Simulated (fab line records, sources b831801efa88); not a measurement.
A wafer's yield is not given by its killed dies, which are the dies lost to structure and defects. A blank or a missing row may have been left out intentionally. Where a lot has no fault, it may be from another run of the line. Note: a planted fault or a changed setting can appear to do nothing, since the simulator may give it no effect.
The same fault as seen by 2 desks ; flow gf180mcu ; each desk holds nothing but its own numbers, with what lay behind them at the end

THE TOOL OWNER'S DESK: ilineStepper-02
The tool's own readings at GF_HV_LDD_EXPOSE_16 (exposes mask Pplus LV AREA, target cd 400 nm): means of the sampled wafers that have a number, for each lot that ran on this tool. The brackets show how far a lot's mean lies from the usual mean; more than 4 standard deviations puts the lot out of limits, marked OUT.
Columns: A = exposureDoseMJCm2 at GF_HV_LDD_EXPOSE_16, usual 139.98
lot;first seen here;A
L336;day 10 11:02;139.87
L339;day 11 05:20;140.10
L344;day 12 23:17;140.05
L346;day 13 12:37;140.05
L350;day 14 18:31;139.90
L354;day 16 05:35;142.13 (+15) OUT
L355;day 16 11:20;142.12 (+15) OUT
This desk finds L354, L355 out of limits, L354 being first, at day 16 05:35 (exposureDoseMJCm2 at GF_HV_LDD_EXPOSE_16). L336, L339, L344, L346, L350: within limits.

METROLOGY DESK
What the gauges read, lot by lot, whatever tool the lot ran on: means of the sampled wafers that have a number. The brackets show how far a lot's mean lies from the usual mean; more than 4 standard deviations puts the lot out of limits, marked OUT.
Columns: A = VT_IMPLANT_OVL at GF_VT_IMPLANT_OVL_MEAS_07, usual -0.6 nm
lot;first seen here;A
L336;day 5 16:50;-1.8
L339;day 6 08:53;-2.8
L340;day 6 14:47;-0.4
L341;day 6 19:55;0.2
L342;day 7 03:43;-0.6
L344;day 7 16:55;-2.0
L346;day 8 05:37;2.1
L347;day 8 10:36;-0.5
L350;day 9 05:40;0.5
L352;day 9 18:14;-0.8
L354;day 10 09:37;-0.1
L355;day 10 14:44;-1.5
L357;day 11 03:04;1.8
This desk found nothing out of limits on any of the 13 lots.

TAKEN TOGETHER
The tool owner's desk could have raised an alarm at day 16 05:35, on L354, L355.
From the metrology desk's view, nothing was out of limits.
The metrology desk holds a record of L354, L355, inside its limits.
The lots listed all ran GF_HV_LDD_EXPOSE_16 on ilineStepper-02.

WHAT THE SIMULATOR HAD PUT IN
Drift in process parameters on ilineStepper-02 at GF_HV_LDD_EXPOSE_16, starting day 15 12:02. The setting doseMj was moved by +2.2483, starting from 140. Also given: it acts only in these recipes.
Shown lots that were struck: L354, L355.
Delay in hours, fault start to first out-of-limits reading, by desk: the tool owner's desk at 18.
